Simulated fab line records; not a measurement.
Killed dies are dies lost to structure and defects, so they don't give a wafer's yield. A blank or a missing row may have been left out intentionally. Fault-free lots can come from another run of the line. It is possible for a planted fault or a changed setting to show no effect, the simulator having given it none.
Matching of chambers | flow sky130 | 4 sister chambers for SKY_VIA1_CMP_02 on cmp-02
The step polishes SiO2. 16 wafers are shown with their chamber, then 8 later ones without.

WAFERS PAIRED WITH THEIR CHAMBERS
wafer  | chamber | motorCurrentA (A)
L079.1 | 0       | 12.1
L079.2 | 2       | 10.0
L079.3 | 1       | 11.1
L079.4 | 3       | 12.0
L079.5 | 1       | 11.0
L079.6 | 2       | 10.6
L081.1 | 0       | 11.8
L081.2 | 2       | 9.6
L081.3 | 1       | 11.2
L081.4 | 3       | 13.4
L081.5 | 0       | 12.2
L081.6 | 1       | 11.5
L082.1 | 0       | 12.0
L082.2 | 3       | 12.7
L082.3 | 2       | 10.0
L082.4 | 1       | 11.3

SIGNATURES, as means of the wafers listed above
reading       | chamber 0 | chamber 1 | chamber 2 | chamber 3 | scatter within a chamber
motorCurrentA | 12.025    | 11.220    | 10.050    | 12.700    | 0.379
Rule: for each reading, subtract the chamber's mean from the wafer's reading, divide by that reading's scatter and square the result; add these up over the readings and take the root, which gives the wafer's distance from the chamber. The wafer belongs to the nearest chamber; if the next one is less than 2 further off, it can't be placed. The scatter: the root of (the sum of the squares of (reading less its chamber's mean) over the shown wafers, divided by (wafers less chambers)).

WAFERS WITH NO CHAMBER GIVEN
wafer  | motorCurrentA (A)
L082.5 | 10.0
L082.6 | 12.2
L084.1 | 12.2
L084.2 | 13.2
L084.3 | 11.2
L084.4 | 10.3
L084.5 | 12.2
L084.6 | 11.2

WHICH CHAMBER EACH WENT THROUGH
wafer  | from the rows above     | in truth
L082.5 | 2                       | 2
L082.6 | can't be placed: 0 or 3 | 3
L084.1 | can't be placed: 0 or 3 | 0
L084.2 | can't be placed: 3 or 0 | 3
L084.3 | 1                       | 1
L084.4 | can't be placed: 2 or 1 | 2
L084.5 | can't be placed: 0 or 3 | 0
L084.6 | 1                       | 1
3 of 8 placed correctly. From these rows, 5 cannot be placed; in 5 the true chamber is one of the candidates. Placed wrongly: 0.
